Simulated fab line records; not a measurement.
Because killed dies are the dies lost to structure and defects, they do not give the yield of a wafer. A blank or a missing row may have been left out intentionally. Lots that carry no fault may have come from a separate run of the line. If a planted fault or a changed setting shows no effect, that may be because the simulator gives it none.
Which tool did it? | flow sky130 | 13 lots, 39 wafers sampled, at 4 steps of a route of 708

WHAT EACH GAUGE READ, for each wafer
SKY_PWDE_OVL_MEAS_07.
lot  | measured    | on         | PWDE_OVL (nm)
L564 | day 4 17:31 | overlay-02 | 1.5 3.4 1.6
L565 | day 4 22:52 | overlay-02 | 4.5 3.4 4.0
L566 | day 5 02:50 | overlay-02 | 2.9 3.3 3.2
L567 | day 5 08:04 | overlay-02 | -0.1 -0.9 -1.5
L568 | day 5 12:58 | overlay-02 | 3.6 4.0 2.7
L569 | day 5 23:00 | overlay-02 | 2.0 0.7 2.4
L571 | day 6 08:53 | overlay-01 | -1.1 1.1 -0.9
L576 | day 7 12:46 | overlay-02 | 4.8 4.4 3.1
L579 | day 8 05:02 | overlay-01 | -3.3 0.8 -1.1
L580 | day 8 11:45 | overlay-01 | 1.2 -1.4 -1.6
L581 | day 8 18:57 | overlay-02 | 3.5 4.1 4.2
L582 | day 9 00:41 | overlay-01 | 2.6 3.1 4.0
L583 | day 9 07:52 | overlay-01 | 0.9 1.0 2.1

SKY_NWELL_TW_MEAS_26.
lot  | measured     | on            | NWELL_2_TW
L564 | day 6 05:18  | film-metro-04 | 500 498 500
L565 | day 6 11:05  | film-metro-04 | 498 500 501
L566 | day 6 15:53  | film-metro-03 | 490 493 489
L567 | day 6 21:59  | film-metro-04 | 501 500 501
L568 | day 7 02:59  | film-metro-01 | 505 505 502
L569 | day 7 13:19  | film-metro-04 | 500 498 500
L571 | day 8 01:05  | film-metro-04 | 501 503 503
L576 | day 9 06:38  | film-metro-03 | 497 497 495
L579 | day 10 01:52 | film-metro-01 | 495 496 495
L580 | day 10 07:54 | film-metro-04 | 501 503 502
L581 | day 10 16:41 | film-metro-01 | 498 498 499
L582 | day 10 22:37 | film-metro-03 | 496 493 493
L583 | day 11 06:36 | film-metro-04 | 500 499 498

SKY_VT_ADJUST_HVTP_CD_MEAS_07: target cd 380 nm.
lot  | measured     | on        | cd-nm (nm)
L564 | day 6 23:30  | cd-sem-01 | 379.6 381.9 380.5
L565 | day 7 06:37  | cd-sem-01 | 376.7 378.5 377.6
L566 | day 7 11:31  | cd-sem-02 | 381.5 383.2 382.3
L567 | day 7 18:16  | cd-sem-02 | 380.1 382.3 379.4
L568 | day 7 23:01  | cd-sem-01 | 380.0 380.7 380.0
L569 | day 8 09:20  | cd-sem-01 | 376.9 377.4 375.9
L571 | day 8 22:29  | cd-sem-02 | 379.9 378.3 375.7
L576 | day 10 05:02 | cd-sem-01 | 378.9 378.4 378.5
L579 | day 11 01:13 | cd-sem-02 | 379.4 376.7 379.2
L580 | day 11 07:56 | cd-sem-01 | 379.4 378.1 377.6
L581 | day 11 16:49 | cd-sem-01 | 378.5 380.1 379.2
L582 | day 11 22:43 | cd-sem-02 | 377.6 378.6 378.4
L583 | day 12 06:37 | cd-sem-01 | 379.8 379.1 380.5

TOOL THAT RAN EACH LOT (tool first, then ch and the chambers of the sampled wafers, then the start)
lot  | SKY_PWDE_EXPOSE_04
L564 | iline-stepper-01 ch 0, day 4 09:26
L565 | iline-stepper-01 ch 0, day 4 14:32
L566 | iline-stepper-01 ch 0, day 4 18:20
L567 | iline-stepper-01 ch 0, day 4 23:19
L568 | iline-stepper-01 ch 0, day 5 04:23
L569 | iline-stepper-01 ch 0, day 5 13:38
L571 | iline-stepper-02 ch 0, day 6 00:00
L576 | iline-stepper-01 ch 0, day 7 02:40
L579 | iline-stepper-02 ch 0, day 7 19:33
L580 | iline-stepper-01 ch 0, day 8 01:37
L581 | iline-stepper-01 ch 0, day 8 08:44
L582 | iline-stepper-01 ch 0, day 8 14:16
L583 | iline-stepper-01 ch 0, day 8 21:10
- SKY_PWDE_EXPOSE_04: exposes mask PWDEM, target cd 840 nm.

WHAT THE TOOLS THEMSELVES READ (means of the sampled wafers that have a number; where no wafer has one, the mark that the record gives instead)
The record holds no such reading with a usual standard deviation.

THE ANSWER, worked out from the rows above alone
Rule: the usual values come from the lots themselves. Put in order of their means at a reading, lots are off if they are a third of the lots or fewer, leave a main group of 4 or more, and stand apart from it by a gap of 3 or more times the standard deviation of the main group's means; of several such gaps the widest counts. Not used: any main group whose means are identical at the precision the tables above print for the reading. A lot without any number at a reading at which 4 lots or more have one is off too. Where the step has rows for the other lots, those lots are counted as sound. The gauges are gone through in route order, then the tools' own readings, and for those a lot's mean is taken as printed above. At the first step where some lot is off, the reading lying furthest off is the one used; lots without a number count as furthest.
None of the lots is off at any reading shown; this tells nothing.

WHAT THE SIMULATOR PUT IN
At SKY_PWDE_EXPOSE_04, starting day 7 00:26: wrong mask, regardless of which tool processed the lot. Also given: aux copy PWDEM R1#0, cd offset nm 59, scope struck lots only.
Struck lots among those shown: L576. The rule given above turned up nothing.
